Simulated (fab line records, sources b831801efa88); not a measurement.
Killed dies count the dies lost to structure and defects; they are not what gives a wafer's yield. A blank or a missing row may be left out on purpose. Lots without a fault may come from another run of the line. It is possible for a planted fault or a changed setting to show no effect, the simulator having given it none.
Comparing a struck lot with a sound one | flow sky130 | 44 steps out of a route of 708
Sound: the wafers L205.1, L205.2, L205.5. The struck wafers were L213.2, L213.4, L213.5. At the end, the cause is stated.
Each step with rows lists, per side, the tool, then ch with its chambers, then its first start. Under that, the readings that differ: sound wafers | struck wafers | difference of the means | sigmas: that difference in standard deviations of wafers without a fault.
alike: a reading whose means differ by less than 2 such deviations, as well as words and numbers matching on both sides. not compared: withheld readings; readings where some wafer has no value; bounds like >300 that might hide an equal value; numbers whose values overlap and for which the record gives no deviation.
The two part at a step that has a row with sigmas, a row that says differs or no value, or rows on one side only. Numbers that don't overlap but have no deviation are shown without sigmas and don't part them. A reading missing from all wafers of one side parts the sides only when that side holds two or more wafers.

first, 5 steps without rows for these wafers: SKY_FIELD_ISO_WET_ETCH_18 (etches Si3N4 in H3PO4, target depth 25 nm, time 286 s); SKY_FIELD_ISO_CLEAN_19 (cleans in SC1/SC2, time 150 s); SKY_FIELD_ISO_CLEAN_20 (cleans in dHF, time 20 s); SKY_FIELD_ISO_WET_ETCH_21 (etches SiO2 in dHF, target depth 20 nm, time 400 s); SKY_FIELD_ISO_OXIDATION_22 (stabilise 600 s, purge 300 s, target thk 10 nm).
SKY_FIELD_ISO_THK_MEAS_23:
  sound on film-metro-03 at day 3 13:22; struck on film-metro-02 at day 5 10:52
  alike: FIELD_ISO_OXIDATION_01_THK
then, 1 step without rows for these wafers: SKY_FIELD_ISO_CVD_24 (deposits SiO2, target thk 595 nm, time 99.2 s).
SKY_FIELD_ISO_THK_MEAS_25:
  sound on film-metro-02 at day 3 13:29; struck on film-metro-04 at day 5 10:59
  alike: FIELD_ISO_CVD_24_THK
then, 1 step without rows for these wafers: SKY_FIELD_ISO_ANNEAL_26 (time 1800 s).
SKY_FIELD_ISO_CMP_27: polishes, stops on Si3N4, t overpolish 16 s, target thk 457.8 nm.
  sound on cmp-02 ch 1,2,3, day 3 18:03; struck on cmp-01 ch 0,1,2, day 5 15:01
  alike: head-pressure-psi, motor-current-A, overpolish-run-s, slurry-flow-ml-min, time-to-endpoint-s
then, 2 steps without rows for these wafers: SKY_FIELD_ISO_WET_ETCH_28 (etches SiO2 in dHF, target depth 23.7 nm, time 47 s); SKY_FIELD_ISO_WET_ETCH_29 (etches Si3N4 in H3PO4, target depth 160 nm, time 1825 s).
SKY_FIELD_ISO_WET_ETCH_30: etches SiO2 in dHF, target depth 25 nm, time 50 s.
  sound on wet-bench-02 ch 0, day 3 18:50; struck on wet-bench-02 ch 1, day 5 15:49
  reading                                    | sound             | struck            | difference | sigmas
  run-length-s (s)                           | 82 82 82          | 50 50 50          | -32        | -11
  model.SiO2_of_FIELD_ISO_CVD_24.thk-nm (nm) | 405.4 404.4 404.6 | 418.8 420.7 419.1 | +14.7      |
  alike: temp-c
then, 2 steps without rows for these wafers: SKY_NWELL_CLEAN_00 (cleans in SC1/SC2, time 150 s); SKY_NWELL_OXIDATION_01 (stabilise 600 s, purge 300 s, target thk 10 nm).
SKY_NWELL_THK_MEAS_02:
  sound on film-metro-02 at day 3 21:41; struck on film-metro-03 at day 5 19:28
  reading                  | sound             | struck            | difference | sigmas
  NWELL_OXIDATION_THK (nm) | 10.11 10.03 10.10 | 10.67 10.35 10.54 | +0.44      | +2
then, 8 steps without rows for these wafers: SKY_DNWELL_DEHYDRATE_00 (time 60 s); SKY_DNWELL_HMDS_01 (prime time 60 s); SKY_DNWELL_COAT_02 (resist thk 3000 nm); SKY_DNWELL_SOFTBAKE_03; SKY_DNWELL_EXPOSE_04 (exposes mask DNM, target cd 3000 nm); SKY_DNWELL_PEB_05; SKY_DNWELL_DEVELOP_06 (develop time 60 s); SKY_DNWELL_IMPLANT_07.
SKY_DNWELL_STRIP_08: strips in O2/N2.
  sound on plasma-asher-03 ch 0,1, day 4 15:02; struck on plasma-asher-03 ch 0,1, day 6 15:04
  alike: drypump-motor-current-A, oes-product-au, strip-time-to-endpoint-s
  not compared: rf-hours-counter-h
SKY_DNWELL_TW_MEAS_09:
  sound on film-metro-02 at day 4 15:08; struck on film-metro-02 at day 6 15:11
  alike: DNWELL_TW
then, 7 steps without rows for these wafers: SKY_PWDE_DEHYDRATE_00 (time 60 s); SKY_PWDE_HMDS_01 (prime time 60 s); SKY_PWDE_COAT_02 (resist thk 3000 nm); SKY_PWDE_SOFTBAKE_03; SKY_PWDE_EXPOSE_04 (exposes mask PWDEM, target cd 840 nm); SKY_PWDE_PEB_05; SKY_PWDE_DEVELOP_06 (develop time 60 s).
SKY_PWDE_OVL_MEAS_07:
  sound on overlay-02 at day 5 09:15; struck on overlay-01 at day 7 11:01
  alike: PWDE_OVL
after that, 1 step had no rows for these wafers: SKY_PWDE_IMPLANT_08.
SKY_PWDE_STRIP_09: strips in O2/N2.
  sound on plasma-asher-03 ch 0,1, day 5 09:26; struck on plasma-asher-01 ch 0,1, day 7 11:12
  alike: drypump-motor-current-A, oes-product-au, strip-time-to-endpoint-s
  not compared: rf-hours-counter-h
SKY_PWDE_TW_MEAS_10:
  sound on film-metro-02 at day 5 09:32; struck on film-metro-01 at day 7 11:19
  reading | sound       | struck      | difference | sigmas
  PWDE_TW | 364 364 364 | 379 376 376 | +13        | +3
then, 5 steps without rows for these wafers: SKY_NWELL_DEHYDRATE_03 (time 60 s); SKY_NWELL_HMDS_04 (prime time 60 s); SKY_NWELL_COAT_05 (resist thk 3000 nm); SKY_NWELL_SOFTBAKE_06; SKY_NWELL_EXPOSE_07 (exposes mask NWM, target cd 840 nm).
-- the record jumps here: 25 days lie between the struck wafers' starts before and after (it left off in module NWELL and takes up again in module SALICIDE, whose first step shown is number 361 of the route) --
SKY_SALICIDE_CLEAN_00: cleans in HF-last, time 30 s.
  sound on wet-bench-04 ch 1, day 30 10:11; struck on wet-bench-02 ch 1, day 32 23:02
  reading                                    | sound             | struck          | difference | sigmas
  model.SiO2_of_FIELD_ISO_CVD_24.thk-nm (nm) | 359.2 358.1 358.4 | 373 374.8 373.2 | +15        |
-- the record jumps here: 16 days lie between the struck wafers' starts before and after (it left off in module SALICIDE and takes up again in module PAD_OPEN, whose first step shown is number 708 of the route) --
SKY_PAD_OPEN_PROBE_99:
  sound on prober-02 at day 47 07:54; struck on prober-01 at day 49 02:46
  reading                                 | sound                        | struck                        | difference | sigmas
  model.etest.res_p_drift_20v.line-ohm-um | 1.11e+04 1.156e+04 1.162e+04 | 1.318e+04 1.271e+04 1.244e+04 | +1.350e+03 |
  model.etest.res_p_drift_20v.rs-ohm-sq   | 9367 9829 9725               | 1.089e+04 1.051e+04 1.032e+04 | +9.330e+02 |
  model.etest.res-iso-pwell.line-ohm-um   | 993.9 1043 1016              | 1258 1236 1190                | +210       |
  model.etest.res-nwell.rs-ohm-sq         | 922.6 947.5 933.9            | 970.1 964.2 955.7             | +28.7      |
  model.etest.cap-li-to-poly.c-af-um2     | 98.28 97.42 98.16            | 103.3 103.7 102.2             | +5.1       |
  model.etest.cap-poly-to-well.c-af-um2   | 94 91.8 91.25                | 87.05 86.17 89.34             | -4.83      |
  model.etest.field-p.vt-v (V)            | -40.02 -41.38 -41.06         | -44.39 -43.82 -42.95          | -2.90      |
  alike: killed_at_M0_to_M3, killed_at_M4_up, killed-at-contacts, killed-at-front-end, killed-at-other, killed-dies, killed-open, killed-short
  not compared: model.etest.pfet_16v.r-on-ohm-um

== WHERE THEY PART ==
Last at SKY_PWDE_TW_MEAS_10 as far as this record goes, first at SKY_FIELD_ISO_WET_ETCH_30. Later steps at which nothing parts them and some readings are alike: SKY_PAD_OPEN_PROBE_99.

WHY: the cause the simulator had injected
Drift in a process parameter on wet-bench-02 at SKY_FIELD_ISO_WET_ETCH_30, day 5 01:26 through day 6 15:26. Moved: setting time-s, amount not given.
